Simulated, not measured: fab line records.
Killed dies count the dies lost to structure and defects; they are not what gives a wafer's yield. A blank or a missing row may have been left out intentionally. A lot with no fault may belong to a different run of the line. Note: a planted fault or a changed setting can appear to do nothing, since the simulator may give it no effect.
A struck lot beside a sound one -- flow sky130 -- 16 out of 708 route steps
Sound: the wafers L407.3, L407.4, L407.5. Struck: wafer L396.5 (left out: L396.1, L396.2 of the same lot, which were not struck); the cause appears at the end.
For every step that has rows: the tool of each side, followed by ch and its chambers, followed by its first start. Under that, the readings that differ: sound wafers -- struck wafers -- difference of the means -- sigmas: that difference in standard deviations of wafers without a fault.
alike: same words and numbers on both sides, and readings whose means sit less than 2 such deviations apart. not compared: any withheld reading, any reading some wafer has no value for, any bound like >300 that may hide the same value, and any number with overlapping values for which the record gives no deviation.
A row with sigmas, a row that says differs or no value, or rows on one side alone: a step with any of these is where the two part. Numbers that have no deviation but don't overlap get no sigmas and don't part them. A reading missing from all wafers of one side parts the sides only when that side holds two or more wafers.

SKY_NWELL_OVL_MEAS_10:
  sound on overlay-02 at day 9 07:13; struck on overlay-01 at day 6 15:30
  alike: NWELL_00_OVL
then, 3 steps without rows for these wafers: SKY_NWELL_IMPLANT_11; SKY_NWELL_IMPLANT_12; SKY_NWELL_IMPLANT_13.
SKY_NWELL_STRIP_14: strips in O2/N2.
  sound on plasmaAsher-02 ch 0,1, day 9 07:43; struck on plasmaAsher-04 ch 0, day 6 15:59
  alike: drypumpMotorCurrentA, n2FlowSccm, oesProductAu, stripTimeToEndpointS
  not compared: rfHoursCounterH
SKY_NWELL_TW_MEAS_15:
  sound on filmMetro-04 at day 9 07:49; struck on filmMetro-04 at day 6 16:05
  alike: NWELL_TW
then, 6 steps without rows for these wafers: SKY_NWELL_DEHYDRATE_16 (time 60 s); SKY_NWELL_HMDS_17 (prime time 60 s); SKY_NWELL_COAT_18 (resist thk 3000 nm); SKY_NWELL_SOFTBAKE_19; SKY_NWELL_EXPOSE_20 (exposes mask NWM COMPLEMENT, target cd 840 nm); SKY_NWELL_PEB_21.
SKY_NWELL_DEVELOP_22: develop time 60 s.
  sound on lithoTrack-02 ch 0, day 10 06:00; struck on lithoTrack-04 ch 0, day 7 11:00
  alike: developerTempC, exhaustPa
SKY_NWELL_OVL_MEAS_23:
  sound on overlay-02 at day 10 06:27; struck on overlay-02 at day 7 11:59
  not compared: NWELL_01_OVL
then, 1 step without rows for these wafers: SKY_NWELL_IMPLANT_24.
-- the record jumps here: 42 days lie between the struck wafers' starts before and after (it left off in module NWELL and takes up again in module PAD_OPEN, whose first step shown is number 708 of the route) --
SKY_PAD_OPEN_PROBE_99:
  sound on prober-02 at day 51 18:25; struck on prober-02 at day 49 12:33
reading,sound,struck,difference,sigmas
hold,- - -,awaitDispo/13.3h/release,no value on the sound wafers,
killedAtFrontEnd,16 20 9,428,+413,+99 or more
killedDies,88 84 82,492,+407,+50
killedOnRim,16 10 11,96,+84,+23
killedOpen,44 51 49,34,-14,-2
  alike: killed_at_M0_to_M3, killed_at_M4_up, killedAtContacts, killedAtOther, killedShort

== WHERE THEY PART ==
Only at SKY_PAD_OPEN_PROBE_99, within this record.

WHY: what the simulator had put in
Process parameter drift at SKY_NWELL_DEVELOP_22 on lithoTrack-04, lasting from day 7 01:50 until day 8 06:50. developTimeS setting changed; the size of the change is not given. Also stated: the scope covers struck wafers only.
